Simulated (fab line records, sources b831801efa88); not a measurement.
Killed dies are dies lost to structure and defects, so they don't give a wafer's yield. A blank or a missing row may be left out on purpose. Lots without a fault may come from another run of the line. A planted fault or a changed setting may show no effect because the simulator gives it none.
A struck lot beside a sound one | flow sky130 | 20 steps out of a route of 708
Sound: wafers L967.2, L967.3, L967.5. Struck: wafers L971.3, L971.5, L971.6. The cause comes at the end.
At each step with rows: each side's tool, then ch and its chambers, then its first start. Under that, the readings that differ: sound wafers | struck wafers | difference of the means | sigmas: that difference in standard deviations of wafers without a fault.
alike: readings whose means differ by less than 2 such deviations, and words and numbers that are the same on both sides. not compared: withheld readings, readings that some wafer has no value for, bounds like >300 that may hide the same value, and numbers for which the record gives no deviation and whose values overlap.
The two part at a step that has a row with sigmas, a row that says differs or no value, or rows on one side only. Numbers that don't overlap but have no deviation are shown without sigmas and don't part them. A reading that every wafer of one side lacks parts them only if that side has two wafers or more.

SKY_METAL5_DESCUM_14: chemistry O2, time 11 s.
  sound on rie_metal-02 ch 0, day 45 01:58; struck on rie_metal-01 ch 0,1, day 45 21:27
  alike: drypump_motor_current_A, he_backside_leak_sccm, oes_product_au
  not compared: rf_hours_counter_h
SKY_METAL5_METAL_ETCH_15: etches the open film in Cl2/BCl3, stops on SiO2, target depth 1260 nm, time 252 s.
  sound on rie_metal-02 ch 0, day 45 01:59; struck on rie_metal-01 ch 0,1, day 45 21:33
  alike: drypump_motor_current_A, he_backside_leak_sccm, oes_product_au, throttle_valve_pct
  not compared: rf_hours_counter_h
SKY_METAL5_STRIP_16: strips in O2/N2.
  sound on plasma_asher-01 ch 0,1, day 45 02:14; struck on plasma_asher-04 ch 0,1, day 45 21:44
  reading                      | sound             | struck            | difference | sigmas
  strip_time_to_endpoint_s (s) | 13.36 13.25 13.23 | 12.97 13.01 13.04 | -0.27      | -2
  alike: drypump_motor_current_A, oes_product_au
  not compared: rf_hours_counter_h
then, 3 steps without rows for these wafers: SKY_METAL5_STRIP_17 (strips in post etch residue remover, time 1200 s); SKY_METAL5_CLEAN_18 (cleans in IPA, time 180 s); SKY_METAL5_CLEAN_19 (cleans in O3/DIW).
SKY_PASSIVATION_CVD_00: deposits SiO2, target thk 90 nm.
  sound on pecvd-04 ch 1,2, day 45 02:52; struck on pecvd-04 ch 0,1, day 45 22:18
  alike: heater_power_w
SKY_PASSIVATION_THK_MEAS_01:
  sound on film_metro-04, day 45 02:53; struck on film_metro-03, day 45 22:20
  alike: PASSIVATION_CVD_00_THK
SKY_PASSIVATION_CVD_02: deposits Si3N4, target thk 540 nm.
  sound on pecvd-01 ch 0,1,2, day 45 02:56; struck on pecvd-03 ch 0,2, day 45 22:23
  alike: heater_power_w
SKY_PASSIVATION_THK_MEAS_03:
  sound on film_metro-03, day 45 03:11; struck on film_metro-04, day 45 22:38
  alike: PASSIVATION_CVD_02_THK
then, 2 steps without rows for these wafers: SKY_PASSIVATION_DEHYDRATE_04 (time 60 s); SKY_PASSIVATION_HMDS_05 (prime time 60 s).
SKY_PASSIVATION_COAT_06: resist thk 3000 nm.
  sound on litho_track-03 ch 0, day 45 13:05; struck on litho_track-02 ch 0, day 46 08:41
  reading                                       | sound                | struck               | difference | sigmas
  spin_speed_rpm (rpm)                          | 1996.7 2000.1 2000.4 | 2210.3 2211.5 2210.1 | +211.6     | +99 or more
  model.coat_of_PASSIVATION_COAT_06.thk_nm (nm) | 3010 3007 3007       | 2864 2861 2857       | -147       |
then, 4 steps without rows for these wafers: SKY_PASSIVATION_SOFTBAKE_07; SKY_PASSIVATION_EXPOSE_08 (exposes mask NSM, target cd 3000 nm); SKY_PASSIVATION_PEB_09; SKY_PASSIVATION_DEVELOP_10 (develop time 60 s).
SKY_PASSIVATION_ETCH_11: etches the open film in CF4/O2, stops on AlCu, target depth 725 nm, time 161.1 s.
  sound on rie_diel-04 ch 1,3, day 46 00:07; struck on rie_diel-04 ch 1,2, day 46 18:59
  reading                                       | sound          | struck         | difference | sigmas
  drypump_motor_current_A (A)                   | 4.7 6.3 4.7    | 6.3 6.3 6.4    | +1.1       | +2
  model.coat_of_PASSIVATION_COAT_06.thk_nm (nm) | 2512 2513 2510 | 2379 2370 2368 | -139       |
  alike: O2_flow_sccm, oes_product_au, throttle_valve_pct
  not compared: rf_hours_counter_h
SKY_PASSIVATION_STRIP_12: strips in O2/N2.
  sound on plasma_asher-02 ch 0, day 46 00:13; struck on plasma_asher-03 ch 0,1, day 46 19:08
  reading                      | sound             | struck            | difference | sigmas
  drypump_motor_current_A (A)  | 4.8 4.8 4.8       | 6.2 6.1 5.0       | +1.0       | +2
  strip_time_to_endpoint_s (s) | 31.46 31.48 31.43 | 29.91 29.82 29.78 | -1.62      | -18
  alike: oes_product_au
  not compared: rf_hours_counter_h
then, 1 step without rows for these wafers: SKY_PAD_OPEN_DEHYDRATE_00 (time 60 s).

WHERE THEY PART
First at SKY_METAL5_STRIP_16; last, within this record, at SKY_PASSIVATION_STRIP_12.

WHY: what the simulator had put in
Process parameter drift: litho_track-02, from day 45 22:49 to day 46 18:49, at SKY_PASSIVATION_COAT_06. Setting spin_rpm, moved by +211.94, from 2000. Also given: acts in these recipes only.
